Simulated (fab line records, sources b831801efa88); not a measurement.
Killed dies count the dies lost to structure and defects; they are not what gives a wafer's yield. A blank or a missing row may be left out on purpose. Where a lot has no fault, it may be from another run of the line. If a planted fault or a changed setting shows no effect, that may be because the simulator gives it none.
Which tool was responsible?    flow gf180mcu    14 lots with 42 wafers sampled at 5 steps, on a route of 602 steps

## WHAT THE GAUGES READ, wafer by wafer
GF_M2_CD_MEAS_14 targets a cd of 280 nm. Usual: 280.4 nm for cd_nm, sd 1.3.
lot   measured      on         cd_nm (nm)         flag
L780  day 19 21:01  cd_sem-02  280.6 279.7 280.6  
L781  day 20 06:41  cd_sem-01  280.4 280.8 280.7  
L782  day 20 21:23  cd_sem-01  280.9 281.3 280.8  
L783  day 21 06:01  cd_sem-01  280.0 279.2 279.3  
L785  day 21 17:57  cd_sem-01  280.1 281.6 280.7  
L786  day 22 01:10  cd_sem-02  280.7 280.5 280.8  
L787  day 22 16:04  cd_sem-02  282.4 281.1 281.3  
L793  day 25 00:04  cd_sem-02  281.1 279.7 279.9  
L794  day 25 02:19  cd_sem-02  282.2 282.5 283.6  
L795  day 25 07:40  cd_sem-02  280.9 281.0 281.0  
L796  day 25 17:58  cd_sem-02  278.9 280.1 278.8  
L797  day 26 02:07  cd_sem-01  280.7 280.2 279.7  
L799  day 26 09:28  cd_sem-01  282.0 282.3 282.0  
L800  day 27 01:22  cd_sem-01  277.4 280.1 278.9  

GF_V2_THK_MEAS_01. Usual: V2_CVD_00_THK typically reads 596 nm, with standard deviation 5.8.
lot   measured      on             V2_CVD_00_THK (nm)  flag
L780  day 19 21:53  film_metro-04  594 595 613         
L781  day 20 07:32  film_metro-02  598 602 600         
L782  day 20 22:22  film_metro-01  590 599 598         
L783  day 21 06:53  film_metro-04  596 601 592         
L785  day 21 18:56  film_metro-01  581 597 599         
L786  day 22 02:23  film_metro-02  589 592 597         
L787  day 22 16:56  film_metro-04  602 598 601         
L793  day 25 00:56  film_metro-01  595 596 595         
L794  day 25 03:13  film_metro-04  596 599 603         
L795  day 25 08:33  film_metro-01  593 598 597         
L796  day 25 18:50  film_metro-04  597 594 593         
L797  day 26 02:59  film_metro-02  600 599 600         
L799  day 26 10:20  film_metro-01  599 600 595         
L800  day 27 02:14  film_metro-04  602 600 609         

GF_V2_THK_MEAS_03. Usual: V2_CVD_02_THK typically reads 847 nm, with standard deviation 11.
lot   measured      on             V2_CVD_02_THK (nm)  flag
L780  day 19 22:01  film_metro-01  832 840 848         
L781  day 20 07:40  film_metro-04  849 854 853         
L782  day 20 22:29  film_metro-02  836 835 853         
L783  day 21 07:01  film_metro-01  849 856 867         
L785  day 21 19:04  film_metro-01  840 838 846         
L786  day 22 02:31  film_metro-01  856 844 860         
L787  day 22 17:04  film_metro-02  836 842 853         
L793  day 25 01:04  film_metro-02  855 840 858         
L794  day 25 03:20  film_metro-02  830 825 851         
L795  day 25 08:41  film_metro-01  849 866 854         
L796  day 25 18:58  film_metro-01  840 851 853         
L797  day 26 03:07  film_metro-01  849 857 844         
L799  day 26 10:28  film_metro-04  844 839 861         
L800  day 27 02:22  film_metro-04  850 850 849         

## WHICH TOOL RAN EACH LOT (tool, then ch and the chambers of the sampled wafers, then the start)
lot   GF_M2_METAL_ETCH_16                GF_M2_STRIP_17
L780  rie_metal-01 ch 0,1, day 19 21:10  plasma_asher-04 ch 0,1, day 19 21:17
L781  rie_metal-01 ch 0,1, day 20 06:49  plasma_asher-04 ch 0,1, day 20 06:56
L782  rie_metal-02 ch 1, day 20 21:33    plasma_asher-02 ch 0, day 20 21:44
L783  rie_metal-03 ch 0,1, day 21 06:10  plasma_asher-01 ch 0,1, day 21 06:17
L785  rie_metal-03 ch 0,1, day 21 18:07  plasma_asher-01 ch 0,1, day 21 18:13
L786  rie_metal-02 ch 0,1, day 22 01:19  plasma_asher-01 ch 0, day 22 01:26
L787  rie_metal-03 ch 0,1, day 22 16:13  plasma_asher-01 ch 0,1, day 22 16:20
L793  rie_metal-02 ch 0,1, day 25 00:13  plasma_asher-04 ch 0,1, day 25 00:20
L794  rie_metal-02 ch 0,1, day 25 02:28  plasma_asher-04 ch 0,1, day 25 02:34
L795  rie_metal-03 ch 0,1, day 25 07:49  plasma_asher-01 ch 0,1, day 25 07:55
L796  rie_metal-01 ch 0,1, day 25 18:07  plasma_asher-04 ch 0,1, day 25 18:13
L797  rie_metal-03 ch 0,1, day 26 02:16  plasma_asher-01 ch 0,1, day 26 02:23
L799  rie_metal-03 ch 0,1, day 26 09:37  plasma_asher-02 ch 0, day 26 09:43
L800  rie_metal-03 ch 0,1, day 27 01:31  plasma_asher-02 ch 0,1, day 27 01:37
- GF_M2_METAL_ETCH_16: etches the open film in Cl2/BCl3, stops on SiO2, target depth 627.5 nm, time 104.6 s.
- GF_M2_STRIP_17: strips in O2/N2.

## WHAT THE TOOLS THEMSELVES READ (means of the sampled wafers that have a number; where no wafer has one, the mark that the record gives instead)
GF_M2_METAL_ETCH_16. Usual: drypump_motor_current_A 5.42 A, standard deviation 0.21; oes_product_au 0.974 a.u., standard deviation 0.0067; throttle_valve_pct 28.247 %, standard deviation 0.0097.
lot   tool          drypump_motor_current_A (A)  oes_product_au (a.u.)  throttle_valve_pct (%)  flag
L780  rie_metal-01  5.38                         0.973                  28.248                  
L781  rie_metal-01  5.41                         0.975                  28.234                  
L782  rie_metal-02  5.61                         0.975                  28.245                  
L783  rie_metal-03  5.38                         0.974                  28.246                  
L785  rie_metal-03  5.39                         0.973                  28.251                  
L786  rie_metal-02  5.60                         0.974                  28.244                  
L787  rie_metal-03  5.32                         0.972                  28.258                  
L793  rie_metal-02  5.60                         0.714                  28.533                  OFF
L794  rie_metal-02  5.60                         0.713                  28.532                  OFF
L795  rie_metal-03  5.38                         0.972                  28.256                  
L796  rie_metal-01  5.38                         0.980                  28.245                  
L797  rie_metal-03  5.31                         0.979                  28.242                  
L799  rie_metal-03  5.38                         0.975                  28.254                  
L800  rie_metal-03  5.31                         0.978                  28.249                  

GF_M2_STRIP_17. Usual: drypump_motor_current_A 5.9 A, standard deviation 0.78; heater_power_w 328 W, standard deviation 24; o2_flow_sccm 2999 sccm, standard deviation 8.7; oes_product_au 0.558 a.u., standard deviation 0.0044; strip_time_to_endpoint_s 7.89 s, standard deviation 0.043.
lot   tool             drypump_motor_current_A (A)  heater_power_w (W)  o2_flow_sccm (sccm)  oes_product_au (a.u.)  strip_time_to_endpoint_s (s)  flag
L780  plasma_asher-04  5.5                          322                 3000                 0.556                  7.86                          
L781  plasma_asher-04  5.5                          327                 2990                 0.559                  7.90                          
L782  plasma_asher-02  5.6                          316                 3005                 0.559                  7.85                          
L783  plasma_asher-01  5.6                          326                 3007                 0.561                  7.86                          
L785  plasma_asher-01  5.6                          325                 2999                 0.558                  7.88                          
L786  plasma_asher-01  6.7                          378                 3002                 0.554                  7.88                          
L787  plasma_asher-01  6.1                          347                 2997                 0.558                  7.89                          
L793  plasma_asher-04  6.1                          331                 2997                 0.609                  9.01                          OFF
L794  plasma_asher-04  5.5                          326                 2993                 0.605                  9.08                          OFF
L795  plasma_asher-01  6.1                          350                 3001                 0.555                  7.91                          
L796  plasma_asher-04  6.1                          325                 3003                 0.558                  7.92                          
L797  plasma_asher-01  5.5                          328                 2997                 0.557                  7.87                          
L799  plasma_asher-02  5.6                          313                 3004                 0.553                  7.87                          
L800  plasma_asher-02  6.1                          312                 3001                 0.558                  7.86                          

## THE ANSWER, worked out from the rows above alone
Rule: lot off if the mean of its wafers having a number is beyond 3 standard deviations from the usual mean. Also off: a lot with no number at a reading for which 4 or more lots have one. Where the step has rows for the other lots, those lots are counted as sound. The gauges are gone through in route order, then the tools' own readings, and for those a lot's mean is taken as printed above. The first step at which some lot is off is used, and at that step the reading that is off furthest; a lot without a number counts as furthest.
Off, at GF_M2_METAL_ETCH_16 on oes_product_au: L793, L794.
A tool fits if, at that step or a process step before it, it ran every lot that is off, and no sound lot after the first of them. One fits: rie_metal-02 at GF_M2_METAL_ETCH_16. A fault onset in the window from L786 (day 22 01:19, its last sound lot) to L793 (day 25 00:13, its first lot off) fits.
The tool's own readings at GF_M2_METAL_ETCH_16 bear it out: on the lots that are off they differ by more than 5 times the standard deviation of the sound lots' means. oes_product_au reads 0.714 a.u. there against 0.975 a.u. on the sound lots; throttle_valve_pct reads 28.532 % there against 28.248 % on the sound lots.

## WHAT THE SIMULATOR PUT IN
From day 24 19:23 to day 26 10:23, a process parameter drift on rie_metal-02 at GF_M2_METAL_ETCH_16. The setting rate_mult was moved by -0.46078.
Shown lots that were struck: L793, L794. The rule above reached the same finding.
